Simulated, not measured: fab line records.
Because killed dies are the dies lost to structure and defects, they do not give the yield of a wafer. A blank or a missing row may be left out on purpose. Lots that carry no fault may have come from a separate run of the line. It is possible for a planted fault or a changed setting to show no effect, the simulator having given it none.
fab line records	flow sky130
record: lots: 6	wafers: 18	last_day: 50
route steps=708 shown FIELD_ISO@5 NWELL@32 DNWELL@35 PWDE@45 PAD_OPEN@708
lots untouched by any fault: they come from a run of this same line in which no faults occurred
start_h: hours from the record's first day to the start of the lot's first wafer shown	wait_h: hours from the lot's prior step to this one	" same as the row above	L1.1+2: a row that stands for several wafers	- no value, or no start given	* or withheld: withheld	< > ~ a bound
route shown NAME@n: a module of which the file shows steps, and the number in the route of the first	usual: the fault-free wafers' mean and standard deviation	same: alike in all rows	chamber/n: place in a boat	sites: the reading at each site	_std_site: standard deviation of those values	_edge_site: the outer-site mean with the inner-site mean subtracted	radius_mm: how far each site lies from the wafer's centre	mask NAME#n: copy n	behind: tool/chamber where the wafer was last shaped	hold: why the lot was held/for how many hours/how that ended	device: the transistor (n, p or np) that didn't switch	end of line: tests run on the same wafers once the route is complete	a step with no rows: only its recipe	killed: the dies lost at the first sort to structure and to defects; this is not the yield of the wafer	map: per-die view of a wafer (x killed, . not killed, _ where there is no die)
set.NAME: setting as actually run; set.NAME@STEP: the setting as run at that earlier step	model.NAME: the simulator's own value behind a step, which no gauge read
lots at selected steps of the route; one table per step, one row per wafer
services: when a tool's chamber went out of use (start_h, in hours from the record's first day, below 0 if earlier), for how many hours, and the reason
== steps ==
step: SKY_FIELD_ISO_THK_MEAS_04
recipe: reads: Si3N4_of_FIELD_ISO_CVD_03
usual: FIELD_ISO_CVD_03_THK: 164.4/1.4
lot.wafer	tool	chamber	start_h	wait_h	FIELD_ISO_CVD_03_THK[nm]
L988.2	film_metro-03	-	36.25	0.0	164.9
L988.4	"	-	"	"	164.4
L988.6	"	-	"	"	164.3
L989.2	film_metro-01	-	42.32	0.0	165.0
L989.3	"	-	"	"	163.4
L989.4	"	-	"	"	164.7
L996.1	film_metro-01	-	73.92	0.0	165.3
L996.5	"	-	"	"	163.8
L996.6	"	-	"	"	164.3
L999.2	film_metro-02	-	89.78	0.0	165.3
L999.4	"	-	"	"	163.0
L999.5	"	-	"	"	162.9
L102.2	film_metro-01	-	103.67	0.0	165.9
L102.3	"	-	"	"	163.9
L102.5	"	-	"	"	165.4
L107.2	film_metro-03	-	131.15	0.1	164.5
L107.4	"	-	"	"	163.1
L107.5	"	-	"	"	163.3
step: SKY_FIELD_ISO_DEHYDRATE_05
recipe: temp_c: 200	time_s: 60
step: SKY_FIELD_ISO_HMDS_06
recipe: prime_time_s: 60	prime_temp_c: 120
step: SKY_FIELD_ISO_COAT_07
recipe: resist: BARC	temp_c: withheld	time_s: withheld	spin_rpm: 3000	resist_thk_nm: 60.5
step: SKY_FIELD_ISO_COAT_08
recipe: resist: KrF-thick	spin_rpm: 3000	resist_thk_nm: 450
step: SKY_FIELD_ISO_SOFTBAKE_09
recipe: temp_c: 100	time_s: 90	resist: KrF-thick
step: SKY_FIELD_ISO_EXPOSE_10
recipe: mask_id: FOM	na: 0.68	source_shape: annular	sigma_inner: 0.4	sigma_outer: 0.8	target_cd_nm: 150	dose_mj: 28
step: SKY_FIELD_ISO_PEB_11
recipe: peb_temp_c: withheld	peb_time_s: withheld	resist: KrF-thick
step: SKY_FIELD_ISO_DEVELOP_12
recipe: develop_time_s: 60	resist: KrF-thick	dev_temp_c: 21
step: SKY_FIELD_ISO_CD_MEAS_13
recipe: target_cd_nm: 150
usual: cd_nm: 150.2/1.6
lot.wafer	tool	chamber	start_h	wait_h	cd_nm
L988.2	cd_sem-02	-	51.71	-	150.3
L988.4	"	-	"	"	149.5
L988.6	"	-	"	"	149.3
L989.2	cd_sem-01	-	58.19	-	152.6
L989.3	"	-	"	"	152.0
L989.4	"	-	"	"	151.3
L996.1	cd_sem-01	-	90.84	-	146.9
L996.5	"	-	"	"	146.1
L996.6	"	-	"	"	146.9
L999.2	cd_sem-02	-	107.21	-	148.2
L999.4	"	-	"	"	149.8
L999.5	"	-	"	"	148.1
L102.2	cd_sem-02	-	121.01	-	151.4
L102.3	"	-	"	"	150.6
L102.5	"	-	"	"	148.3
L107.2	cd_sem-02	-	150.39	-	151.5
L107.4	"	-	"	"	150.9
L107.5	"	-	"	"	151.0
step: SKY_FIELD_ISO_ETCH_14
recipe: chemistry: N2/H2	target: BARC	ion_energy_ev: 200	source_w: 500	bias_w: 100	pressure_mtorr: 30	n2_flow_sccm: 100	h2_flow_sccm: 200	stop_on: SiO2	time_s: 45.9	target_depth_a: 600
usual: drypump_motor_current_A: 5.75/0.24	oes_product_au: 0.859/0.0045	throttle_valve_pct: 13.225/0.0096
lot.wafer	tool	chamber	start_h	wait_h	drypump_motor_current_A	oes_product_au	rf_hours_counter_h	throttle_valve_pct
L988.2	rie_diel-03	0	51.81	0.1	5.67	0.852	106	13.211
L988.4	"	2	"	"	5.42	0.863	4	13.222
L988.6	"	2	"	"	5.43	0.858	-	13.233
L989.2	rie_diel-03	2	58.29	0.1	5.41	0.866	4	13.206
L989.3	"	3	"	"	5.89	0.862	134	13.216
L989.4	"	1	"	"	5.86	0.858	2	13.214
L996.1	rie_diel-03	2	90.96	0.1	5.41	0.863	4	13.223
L996.5	"	3	"	"	5.93	0.861	-	13.233
L996.6	"	0	"	"	5.62	0.870	-	13.214
L999.2	rie_diel-03	2	107.31	0.1	5.42	0.863	5	13.240
L999.4	"	0	"	"	5.62	0.853	107	13.247
L999.5	"	0	"	"	5.62	0.862	-	13.223
L102.2	rie_diel-03	1	121.11	0.1	5.81	0.865	4	13.217
L102.3	"	3	"	"	5.88	0.863	135	13.225
L102.5	"	3	"	"	5.91	0.860	-	13.223
L107.2	rie_diel-03	2	150.49	0.1	5.42	0.871	5	13.242
L107.4	"	1	"	"	5.84	0.857	4	13.225
L107.5	"	1	"	"	5.81	0.865	-	13.238
step: SKY_FIELD_ISO_ETCH_15
recipe: chemistry: CHF3/O2	target_depth_nm: 180	stop_on: Si	source_w: 600	bias_w: 200	pressure_mtorr: 40	chf3_flow_sccm: 50	O2_flow_sccm: 5	time_s: 72
usual: O2_flow_sccm: 5.002/0.016	drypump_motor_current_A: 5.74/0.24	oes_product_au: 0.944/0.0066	throttle_valve_pct: 8.843/0.0096
lot.wafer	tool	chamber	start_h	wait_h	O2_flow_sccm	drypump_motor_current_A	oes_product_au	rf_hours_counter_h	throttle_valve_pct
L988.2	rie_diel-03	0	51.85	0.0	4.997	5.62	0.950	106	8.834
L988.4	"	2	"	"	5.021	5.42	0.944	4	8.830
L988.6	"	2	"	"	5.015	5.42	0.947	-	8.834
L989.2	rie_diel-03	2	58.34	0.0	4.992	5.41	0.949	4	8.846
L989.3	"	3	"	"	5.008	5.90	0.937	134	8.841
L989.4	"	1	"	"	4.998	5.84	0.943	2	8.857
L996.1	rie_diel-03	2	91.00	0.0	4.987	5.42	0.945	4	8.860
L996.5	"	3	"	"	4.978	5.91	0.939	-	8.842
L996.6	"	0	"	"	4.980	5.62	0.951	-	8.844
L999.2	rie_diel-03	2	107.35	0.0	5.004	5.42	0.952	5	8.862
L999.4	"	0	"	"	4.987	5.61	0.937	107	8.852
L999.5	"	0	"	"	5.012	5.62	0.944	-	8.843
L102.2	rie_diel-03	1	121.15	0.0	4.998	5.82	0.950	4	8.856
L102.3	"	3	"	"	5.002	5.87	0.948	135	8.847
L102.5	"	3	"	"	5.017	5.88	0.941	-	8.825
L107.2	rie_diel-03	2	150.54	0.0	5.006	5.41	0.946	5	8.841
L107.4	"	1	"	"	5.018	5.86	0.949	4	8.859
L107.5	"	1	"	"	5.020	5.85	0.938	-	8.849
step: SKY_FIELD_ISO_STRIP_16
recipe: chemistry: O2/N2	power_w: 1400	pressure_mtorr: 1500	platen_temp_c: withheld	o2_flow_sccm: 3000	n2_flow_sccm: 300	overash_fraction: 0.5
usual: drypump_motor_current_A: 5.6/0.32	oes_product_au: 0.379/0.005	strip_time_to_endpoint_s: 3.57/0.031
same: overash_fraction: 0.5
lot.wafer	tool	chamber	start_h	wait_h	drypump_motor_current_A	oes_product_au	rf_hours_counter_h	strip_time_to_endpoint_s
L988.2	plasma_asher-03	0	51.91	0.0	5.9	0.380	24	3.56
L988.4	"	1	"	"	5.7	0.366	-	3.58
L988.6	"	1	"	"	5.8	0.381	-	3.57
L989.2	plasma_asher-04	0	58.39	0.0	5.5	0.383	38	3.53
L989.3	"	0	"	"	5.5	0.381	-	3.59
L989.4	"	1	"	"	5.3	0.379	-	3.59
L996.1	plasma_asher-03	1	91.06	0.0	5.8	0.381	27	3.57
L996.5	"	0	"	"	5.9	0.378	-	3.58
L996.6	"	1	"	"	5.8	0.381	-	3.58
L999.2	plasma_asher-03	1	107.41	0.0	5.7	0.377	29	3.55
L999.4	"	1	"	"	5.7	0.386	-	3.57
L999.5	"	0	"	"	5.8	0.382	-	3.58
L102.2	plasma_asher-01	0	121.20	0.0	5.6	0.384	43	3.61
L102.3	"	0	"	"	5.6	0.386	-	3.58
L102.5	"	1	"	"	4.9	0.379	-	3.54
L107.2	plasma_asher-04	0	150.59	0.0	5.6	0.379	47	3.57
L107.4	"	0	"	"	5.6	0.387	-	3.66
L107.5	"	0	"	"	5.5	0.376	-	3.62
step: SKY_FIELD_ISO_ETCH_17
recipe: target_depth_a: 3420	mask_material: Si3N4	chemistry: HBr/Cl2/O2	target: Si	taper_deg: 5	icp_w: 600	bias_w: 150	pressure_mtorr: 15	HBr_flow_sccm: 150	Cl2_flow_sccm: 40	O2_flow_sccm: 6	time_s: 97.7
usual: O2_flow_sccm: 6.000/0.017	drypump_motor_current_A: 6.1/0.32	oes_product_au: 1.000/0.012	throttle_valve_pct: 25.656/0.012
lot.wafer	tool	chamber	start_h	wait_h	O2_flow_sccm	drypump_motor_current_A	oes_product_au	rf_hours_counter_h	throttle_valve_pct
L988.2	rie_si-02	2	52.01	0.1	6.005	6.4	0.991	40	25.665
L988.4	"	0	"	"	6.009	5.5	0.996	-	25.665
L988.6	"	2	"	"	5.975	6.4	0.999	-	25.643
L989.2	rie_si-01	3	58.49	0.1	6.003	6.2	1.005	64	25.657
L989.3	"	2	"	"	5.999	5.8	1.017	36	25.625
L989.4	"	0	"	"	6.019	6.4	0.995	63	25.646
L996.1	rie_si-02	2	91.16	0.1	5.995	6.3	0.995	40	25.643
L996.5	"	2	"	"	6.001	6.3	0.998	-	25.655
L996.6	"	3	"	"	5.986	6.0	1.018	-	25.636
L999.2	rie_si-01	1	107.51	0.1	6.011	6.4	0.988	45	25.658
L999.4	"	0	"	"	6.005	6.3	1.000	63	25.663
L999.5	"	1	"	"	5.976	6.4	0.987	-	25.663
L102.2	rie_si-01	2	121.30	0.1	6.012	5.8	1.015	37	25.641
L102.3	"	0	"	"	5.980	6.4	0.988	64	25.666
L102.5	"	2	"	"	5.998	5.8	1.018	-	25.648
L107.2	rie_si-01	3	150.69	0.1	6.028	6.2	0.995	64	25.679
L107.4	"	1	"	"	5.994	6.4	0.975	46	25.697
L107.5	"	3	"	"	6.019	6.2	0.988	-	25.654
step: SKY_FIELD_ISO_WET_ETCH_18
recipe: chemistry: H3PO4	target_depth_nm: 25	temp_c: 160	target: Si3N4	time_s: 286
step: SKY_FIELD_ISO_CLEAN_19
recipe: chemistry: SC1/SC2	mix: 1:4:20	temp_c: 70	time_s: 150
step: SKY_FIELD_ISO_CLEAN_20
recipe: chemistry: dHF	time_s: 20	dilution: 100:1
step: SKY_FIELD_ISO_WET_ETCH_21
recipe: chemistry: dHF	dilution: 100:1	target_depth_nm: 20	dry: ipa_marangoni	target: SiO2	temp_c: 25	time_s: 400
step: SKY_FIELD_ISO_OXIDATION_22
recipe: temp_c: 950	ambient: O2	stabilise_s: 600	purge_s: 300	target_thk_a: 100	ox_time_s: 623
step: SKY_FIELD_ISO_THK_MEAS_23
recipe: reads: SiO2_of_FIELD_ISO_OXIDATION_22
usual: FIELD_ISO_OXIDATION_01_THK: 10.09/0.19
lot.wafer	tool	chamber	start_h	wait_h	FIELD_ISO_OXIDATION_01_THK[nm]
L988.2	film_metro-02	-	53.55	0.0	10.52
L988.4	"	-	"	"	10.36
L988.6	"	-	"	"	10.38
L989.2	film_metro-02	-	60.14	0.0	10.15
L989.3	"	-	"	"	9.88
L989.4	"	-	"	"	10.05
L996.1	film_metro-02	-	92.67	0.0	10.17
L996.5	"	-	"	"	10.31
L996.6	"	-	"	"	10.23
L999.2	film_metro-01	-	109.69	0.0	10.24
L999.4	"	-	"	"	10.31
L999.5	"	-	"	"	10.28
L102.2	film_metro-01	-	123.49	0.0	10.11
L102.3	"	-	"	"	10.14
L102.5	"	-	"	"	10.26
L107.2	film_metro-03	-	153.45	0.0	9.91
L107.4	"	-	"	"	10.04
L107.5	"	-	"	"	9.90
step: SKY_FIELD_ISO_CVD_24
recipe: material: SiO2	target_thk_nm: 595	temp_c: 650	sigma_open_frac: 0.3	time_s: 99.2	sih4_flow_sccm: 60	pressure_mtorr: 6
step: SKY_FIELD_ISO_THK_MEAS_25
recipe: reads: SiO2_of_FIELD_ISO_CVD_24
usual: FIELD_ISO_CVD_24_THK: 594/5.6
lot.wafer	tool	chamber	start_h	wait_h	FIELD_ISO_CVD_24_THK[nm]
L988.2	film_metro-02	-	53.68	0.0	590
L988.4	"	-	"	"	588
L988.6	"	-	"	"	577
L989.2	film_metro-03	-	60.28	0.0	588
L989.3	"	-	"	"	591
L989.4	"	-	"	"	587
L996.1	film_metro-01	-	92.80	0.0	596
L996.5	"	-	"	"	590
L996.6	"	-	"	"	596
L999.2	film_metro-01	-	109.82	0.0	605
L999.4	"	-	"	"	600
L999.5	"	-	"	"	598
L102.2	film_metro-03	-	123.62	0.0	594
L102.3	"	-	"	"	592
L102.5	"	-	"	"	590
L107.2	film_metro-02	-	153.59	0.0	591
L107.4	"	-	"	"	591
L107.5	"	-	"	"	592
step: SKY_FIELD_ISO_ANNEAL_26
recipe: temp_c: 1000	time_s: 1800	ambient: N2
step: SKY_FIELD_ISO_CMP_27
recipe: stop_on: Si3N4	t_overpolish_s: 16	down_force_psi: 4	platen_rpm: 60	target_thk_nm: 457.8	pad_velocity_m_s: 0.94248
usual: motor_current_A: 12.7/1	overpolish_run_s: 16.000/0.0098	slurry_flow_ml_min: 150.1/0.45	time_to_endpoint_s: 112/5
lot.wafer	tool	chamber	start_h	wait_h	motor_current_A	overpolish_run_s	slurry_flow_ml_min	time_to_endpoint_s
L988.2	cmp-02	0	55.28	0.1	11.8	15.992	150.1	106
L988.4	"	1	"	"	12.6	16.010	150.4	115
L988.6	"	3	"	"	12.2	15.996	150.3	106
L989.4	cmp-02	1	62.43	0.0	12.8	16.009	150.5	117
L989.3	"	3	"	"	12.8	15.986	150.2	107
L989.2	"	0	"	"	11.8	16.003	150.2	105
L996.1	cmp-01	3	94.46	0.1	11.3	16.005	149.8	114
L996.5	"	1	"	"	12.1	16.008	150.0	111
L996.6	"	2	"	"	11.4	15.995	151.3	113
L999.4	cmp-02	2	112.66	0.1	14.8	15.988	149.9	108
L999.2	"	3	"	"	13.2	16.009	149.9	115
L999.5	"	1	"	"	12.2	16.009	149.4	121
L102.2	cmp-02	3	132.92	0.7	12.7	15.998	149.5	106
L102.3	"	1	"	"	11.2	16.017	149.3	112
L102.5	"	3	"	"	13.2	15.990	149.6	108
L107.2	cmp-02	0	155.44	0.0	12.1	15.986	149.4	104
L107.4	"	2	"	"	14.0	16.001	150.0	105
L107.5	"	1	"	"	12.1	16.004	150.7	116
step: SKY_FIELD_ISO_WET_ETCH_28
recipe: chemistry: dHF	target_depth_nm: 23.7	target: SiO2	dilution: 10:1	temp_c: 25	time_s: 47
step: SKY_FIELD_ISO_WET_ETCH_29
recipe: chemistry: H3PO4	target_depth_nm: 160	target: Si3N4	temp_c: 160	time_s: 1825
step: SKY_FIELD_ISO_WET_ETCH_30
recipe: chemistry: dHF	target_depth_nm: 25	target: SiO2	dilution: 10:1	temp_c: 25	time_s: 50
step: SKY_NWELL_CLEAN_00
recipe: chemistry: SC1/SC2	mix: 1:4:20	temp_c: 70	time_s: 150	dry: n2_spin
step: SKY_NWELL_OXIDATION_01
recipe: temp_c: 900	ambient: O2	stabilise_s: 600	purge_s: 300	target_thk_a: 100	ox_time_s: 1418
step: SKY_NWELL_THK_MEAS_02
recipe: reads: SiO2_of_NWELL_OXIDATION_01
usual: NWELL_OXIDATION_THK: 10.00/0.22
lot.wafer	tool	chamber	start_h	wait_h	NWELL_OXIDATION_THK[nm]
L988.2	film_metro-03	-	58.97	0.0	9.98
L988.4	"	-	"	"	9.94
L988.6	"	-	"	"	9.90
L989.2	film_metro-03	-	65.13	0.1	10.25
L989.3	"	-	"	"	10.04
L989.4	"	-	"	"	10.14
L996.1	film_metro-04	-	98.63	0.0	10.08
L996.5	"	-	"	"	9.94
L996.6	"	-	"	"	10.04
L999.2	film_metro-04	-	119.30	0.0	10.14
L999.4	"	-	"	"	10.07
L999.5	"	-	"	"	10.17
L102.2	film_metro-04	-	139.03	0.0	9.79
L102.3	"	-	"	"	9.87
L102.5	"	-	"	"	9.96
L107.2	film_metro-04	-	158.36	0.0	9.79
L107.4	"	-	"	"	9.90
L107.5	"	-	"	"	9.88
step: SKY_DNWELL_DEHYDRATE_00
recipe: temp_c: 200	time_s: 60
step: SKY_DNWELL_HMDS_01
recipe: prime_time_s: 60	prime_temp_c: 120
step: SKY_DNWELL_COAT_02
recipe: spin_rpm: 2000	resist_thk_nm: 3000
step: SKY_DNWELL_SOFTBAKE_03
recipe: temp_c: 110	time_s: withheld
step: SKY_DNWELL_EXPOSE_04
recipe: mask_id: DNM	na: 0.57	target_cd_nm: 3000	dose_mj: 222
step: SKY_DNWELL_PEB_05
recipe: temp_c: 115	time_s: withheld
step: SKY_DNWELL_DEVELOP_06
recipe: wall_angle_deg: 90	developer: TMAH	develop_time_s: 60	dev_temp_c: 24.05
step: SKY_DNWELL_IMPLANT_07
recipe: species: P	energy_kev: withheld	dose_cm2: withheld	tilt_deg: withheld
step: SKY_DNWELL_STRIP_08
recipe: chemistry: O2/N2	power_w: 1400	pressure_mtorr: 1500	platen_temp_c: withheld	o2_flow_sccm: 3000	n2_flow_sccm: 300	overash_fraction: 0.5
usual: drypump_motor_current_A: 5.5/0.42	oes_product_au: 0.722/0.0042	strip_time_to_endpoint_s: 36.93/0.11
same: overash_fraction: 0.5
lot.wafer	tool	chamber	start_h	wait_h	drypump_motor_current_A	oes_product_au	rf_hours_counter_h	strip_time_to_endpoint_s
L988.2	plasma_asher-01	1	74.49	0.1	4.8	0.725	38	36.88
L988.4	"	1	"	"	4.9	0.722	-	36.77
L988.6	"	0	"	"	5.6	0.725	-	36.85
L989.2	plasma_asher-01	1	81.49	0.1	4.9	0.721	39	36.91
L989.3	"	0	"	"	5.6	0.712	-	36.85
L989.4	"	1	"	"	4.9	0.721	-	36.87
L996.1	plasma_asher-04	0	116.22	0.1	5.5	0.730	44	36.83
L996.5	"	1	"	"	5.2	0.715	-	36.82
L996.6	"	0	"	"	5.5	0.724	-	36.76
L999.2	plasma_asher-04	1	136.49	0.1	5.3	0.722	46	36.81
L999.4	"	0	"	"	5.5	0.717	-	36.84
L999.5	"	0	"	"	5.5	0.720	-	36.97
L102.2	plasma_asher-01	1	158.22	0.1	4.9	0.730	47	36.95
L102.3	"	0	"	"	5.6	0.723	-	36.90
L102.5	"	0	"	"	5.6	0.727	-	36.85
L107.2	plasma_asher-02	0	178.27	0.1	6.0	0.726	6	37.17
L107.4	"	0	"	"	6.0	0.716	-	37.13
L107.5	"	0	"	"	6.0	0.729	-	37.08
step: SKY_DNWELL_TW_MEAS_09
usual: DNWELL_TW: 1106/9.9
lot.wafer	tool	chamber	start_h	wait_h	DNWELL_TW
L988.2	film_metro-03	-	74.60	0.1	1098
L988.4	"	-	"	"	1089
L988.6	"	-	"	"	1094
L989.2	film_metro-04	-	81.60	0.1	1107
L989.3	"	-	"	"	1109
L989.4	"	-	"	"	1102
L996.1	film_metro-03	-	116.32	0.1	1092
L996.5	"	-	"	"	1100
L996.6	"	-	"	"	1101
L999.2	film_metro-01	-	136.60	0.1	1123
L999.4	"	-	"	"	1117
L999.5	"	-	"	"	1125
L102.2	film_metro-03	-	158.33	0.1	1098
L102.3	"	-	"	"	1098
L102.5	"	-	"	"	1096
L107.2	film_metro-01	-	178.38	0.1	1119
L107.4	"	-	"	"	1129
L107.5	"	-	"	"	1122
step: SKY_PWDE_DEHYDRATE_00
recipe: temp_c: 200	time_s: 60
step: SKY_PWDE_HMDS_01
recipe: prime_time_s: 60	prime_temp_c: 120
step: SKY_PAD_OPEN_PROBE_99
usual: killed_at_M0_to_M3: 43/6.2	killed_at_M4_up: 2.8/1.7	killed_at_contacts: 24/4.8	killed_at_front_end: 15/4.3	killed_at_other: 0.3/0.55	killed_dies: 85/8.4	killed_open: 46/6.7	killed_short: 38/6.2
same: gross_dies: 492	killed_at_back_side: 0
lot.wafer	tool	chamber	start_h	wait_h	killed_at_M0_to_M3	killed_at_M4_up	killed_at_contacts	killed_at_front_end	killed_at_other	killed_dies	killed_open	killed_short
L988.2	prober-01	-	1097.38	0.1	41	2	28	8	0	79	42	36
L988.4	prober-01	-	1097.48	0.2	50	2	16	16	2	86	51	35
L988.6	prober-01	-	1097.58	0.2	40	7	35	15	1	98	44	54
L989.2	prober-02	-	1102.19	0.1	38	2	18	17	3	78	42	36
L989.3	prober-02	-	1102.24	0.2	37	8	20	13	0	78	40	38
L989.4	prober-02	-	1102.29	0.2	53	5	20	19	0	97	53	44
L996.1	prober-02	-	1146.06	0.1	38	0	22	36	1	97	39	36
L996.5	prober-02	-	1146.26	0.2	42	1	22	55	0	120	34	38
L996.6	prober-02	-	1146.31	0.2	42	3	25	36	0	106	51	33
L999.2	prober-02	-	1156.50	0.1	49	1	26	42	1	119	51	42
L999.4	prober-02	-	1156.60	0.2	37	5	17	34	0	93	42	28
L999.5	prober-02	-	1156.65	0.2	33	2	16	58	0	109	38	29
L102.2	prober-02	-	1194.42	0.1	36	6	27	15	0	84	46	38
L102.3	prober-02	-	1194.47	0.2	37	1	23	11	0	72	34	38
L102.5	prober-02	-	1194.57	0.2	40	2	14	18	0	74	45	29
killed by level:class
L988.2 CONTACT:geometric_particle:open=9 LOCAL_INTERCONNECT:geometric_particle:short=8 VIA3:geometric_particle:open=8 METAL2:geometric_particle:short=7 VIA1:geometric_particle:open=7 VIA2:geometric_particle:open=6 CONTACT:geometric_particle:short=5 LI_CONTACT:geometric_particle:open=4
L988.4 VIA1:geometric_particle:open=14 VIA3:geometric_particle:open=8 METAL2:geometric_particle:short=6 VIA2:geometric_particle:open=6 FIELD_ISO:geometric_particle:short=5 POLY_GATE:geometric_particle:open=4 LI_CONTACT:geometric_particle:open=4 CONTACT:geometric_particle:open=4
L988.6 LI_CONTACT:geometric_particle:open=10 METAL1:geometric_particle:short=8 VIA3:geometric_particle:open=8 CONTACT:geometric_particle:open=7 LI_CONTACT:geometric_particle:short=7 VIA1:geometric_particle:open=7 LOCAL_INTERCONNECT:geometric_particle:short=6 METAL2:geometric_particle:short=6
L989.2 VIA2:geometric_particle:open=11 FIELD_ISO:geometric_particle:short=5 POLY_GATE:geometric_particle:open=5 CONTACT:geometric_particle:open=5 CONTACT:geometric_particle:short=4 METAL1:geometric_particle:short=4 METAL2:geometric_particle:short=4 FIELD_ISO:geometric_particle:open=3
L989.3 VIA1:geometric_particle:open=8 LI_CONTACT:geometric_particle:open=7 METAL4:geometric_particle:short=6 FIELD_ISO:geometric_particle:open=5 METAL1:geometric_particle:short=5 METAL2:geometric_particle:open=5 VIA2:geometric_particle:open=5 POLY_GATE:geometric_particle:short=4
L989.4 VIA2:geometric_particle:open=13 METAL2:geometric_particle:short=11 CONTACT:geometric_particle:open=10 VIA3:geometric_particle:open=7 FIELD_ISO:geometric_particle:open=6 VIA1:geometric_particle:open=6 FIELD_ISO:geometric_particle:short=5 METAL4:geometric_particle:short=5
L996.1 FIELD_ISO:unspecified=22 VIA1:geometric_particle:open=9 METAL2:geometric_particle:short=7 LI_CONTACT:geometric_particle:open=6 CONTACT:geometric_particle:short=5 LI_CONTACT:geometric_particle:short=4 VIA2:geometric_particle:open=4 VIA3:geometric_particle:open=4
L996.5 FIELD_ISO:unspecified=48 VIA1:geometric_particle:open=9 METAL1:geometric_particle:short=9 CONTACT:geometric_particle:short=8 VIA1:geometric_particle:short=7 CONTACT:geometric_particle:open=6 VIA3:geometric_particle:open=6 METAL2:geometric_particle:short=5
L996.6 FIELD_ISO:unspecified=22 LI_CONTACT:geometric_particle:open=11 VIA2:geometric_particle:open=9 VIA1:geometric_particle:open=8 CONTACT:geometric_particle:open=6 VIA3:geometric_particle:open=6 FIELD_ISO:geometric_particle:open=5 FIELD_ISO:geometric_particle:short=5
L999.2 FIELD_ISO:unspecified=26 VIA1:geometric_particle:open=10 METAL2:geometric_particle:short=10 LI_CONTACT:geometric_particle:open=8 CONTACT:geometric_particle:open=7 VIA3:geometric_particle:open=6 CONTACT:geometric_particle:short=5 VIA1:geometric_particle:short=5
L999.4 FIELD_ISO:unspecified=21 VIA1:geometric_particle:open=11 CONTACT:geometric_particle:open=10 VIA3:geometric_particle:open=8 VIA1:geometric_particle:short=6 METAL2:geometric_particle:short=6 FIELD_ISO:geometric_particle:open=4 FIELD_ISO:geometric_particle:short=4
L999.5 FIELD_ISO:unspecified=42 VIA1:geometric_particle:open=9 FIELD_ISO:geometric_particle:open=7 VIA1:geometric_particle:short=7 CONTACT:geometric_particle:open=7 LI_CONTACT:geometric_particle:open=4 VIA2:geometric_particle:open=4 METAL1:geometric_particle:short=4
L102.2 CONTACT:geometric_particle:open=14 VIA1:geometric_particle:open=10 FIELD_ISO:geometric_particle:open=5 FIELD_ISO:geometric_particle:short=5 METAL3:geometric_particle:short=5 LI_CONTACT:geometric_particle:open=4 LOCAL_INTERCONNECT:geometric_particle:short=4 VIA2:geometric_particle:short=4
L102.3 METAL1:geometric_particle:short=9 CONTACT:geometric_particle:open=7 CONTACT:geometric_particle:short=6 LI_CONTACT:geometric_particle:open=5 VIA1:geometric_particle:open=5 VIA3:geometric_particle:short=5 POLY_GATE:geometric_particle:open=4 METAL2:geometric_particle:short=4
L102.5 VIA1:geometric_particle:open=8 VIA2:geometric_particle:open=8 VIA3:geometric_particle:open=7 POLY_GATE:geometric_particle:open=5 FIELD_ISO:geometric_particle:open=4 LOCAL_INTERCONNECT:geometric_particle:short=4 CONTACT:geometric_particle:open=4 METAL1:geometric_particle:short=4
map L996.5 (x killed, . not)
__________...x.x...._________
________.....xx...xx.._______
______....x..x........x._____
_____.............xx.x...____
____.............x..x....x___
___.....x.........x........__
__...x............x.x.....x._
_...x........................
_...x.x.....x..x..xx.........
_..x.....x.........x...x.....
_...x...xx.............x.....
_....x..xxx......x.....x.....
_...x...x..x....x............
_....x.......x..x...xxx......
_xx....xxx......x.xxxxx..x...
__..x.x.xx.x....xxxxxxxxxx.._
___...x........xxxxxxxxx.x.__
____.x..x...x....xxxxxxxxx___
_____....x.......xxxxxxx.____
______....x.......xxxxx._____
________..........xxxx_______
__________.........._________
map L999.2 (x killed, . not)
__________...x.....x_________
________..xx......x..._______
______.....x............_____
_____.......xx........xxx____
____..................xx..___
___.......x.x....x....x....__
__.....x...x..x.......x...x._
_x.....x.xxx......x........x.
_x...x....x......x..........x
_....................xx......
_..xxx..x..x..........x......
_x....xxx.......x.xx..xx....x
_xxxxxxxx.x......x........x.x
_xxxxx......x..............x.
_xxxxx.....x.........x..x.xx.
__xxxxx......x...x...x......_
___xxx.x....x.....x....x...__
____x.xx......x..xx.xxx...___
_____.x.......xxx..x.....____
______.xx....x....x....x_____
________.............x_______
__________.xx.x....._________
== services ==
tool	chamber	start_h	hours	kind
cmp-01	-	37.78	15.3	pm
plasma_asher-04	-	39.77	4.0	pm
rie_si-02	1	45.09	13.2	repair
rie_si-02	0	59.51	-	clean
rie_si-02	0	59.51	14.3	scheduled_down
rie_si-02	0	59.51	14.3	vent_cycle
cmp-01	-	64.00	4.0	pm
cmp-01	-	64.25	1.9	repair
cmp-02	-	66.73	1.3	repair
cmp-01	-	67.54	1.6	repair
cmp-01	-	68.00	-	consumable_replace:conditioner
cmp-01	-	68.00	-	consumable_replace:pad
rie_si-02	1	88.79	-	clean
rie_si-02	1	88.79	32.8	scheduled_down
rie_si-02	1	88.79	32.8	vent_cycle
cmp-02	-	102.45	2.2	repair
plasma_asher-02	-	108.82	9.0	pm
rie_diel-03	2	110.36	37.4	repair
rie_diel-03	0	115.82	2.2	repair
rie_diel-03	-	119.54	1.3	repair
cmp-01	-	130.55	7.0	pm
cmp-01	-	142.88	0.9	repair
cmp-01	-	144.47	11.4	repair
cmp-02	-	172.09	5.4	repair
== key ==
first_sign: step: SKY_PAD_OPEN_PROBE_99	reading: killed_at_front_end	direction: up	sigmas: 6.7	usual: 15	struck: 44
effect: step: SKY_PAD_OPEN_PROBE_99	reading: killed_dies	direction: up	sigmas: 2.7	usual: 85	struck: 107
met_at SKY_FIELD_ISO_STRIP_16
struck_wafers L996.1,L996.5,L996.6,L999.2,L999.4,L999.5
tester_left_out L996,L999
onset_between 51.91 91.06
also_fits SKY_DNWELL_STRIP_08:plasma_asher-04
fault: kind: chamber_particle_source	tool: plasma_asher-03	chamber: -	onset_h: 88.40	steps: SKY_FIELD_ISO_STRIP_16	rate_per_visit_cm2: 0.44873	end_h: 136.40
tester_left_out: of these lots the tester's yield and bins aren't shown, on N5 and GAA mostly nor the transistor test; their killed dies are dies lost to structure and defects alone, not to doping, threshold or leakage, so they don't give the yield
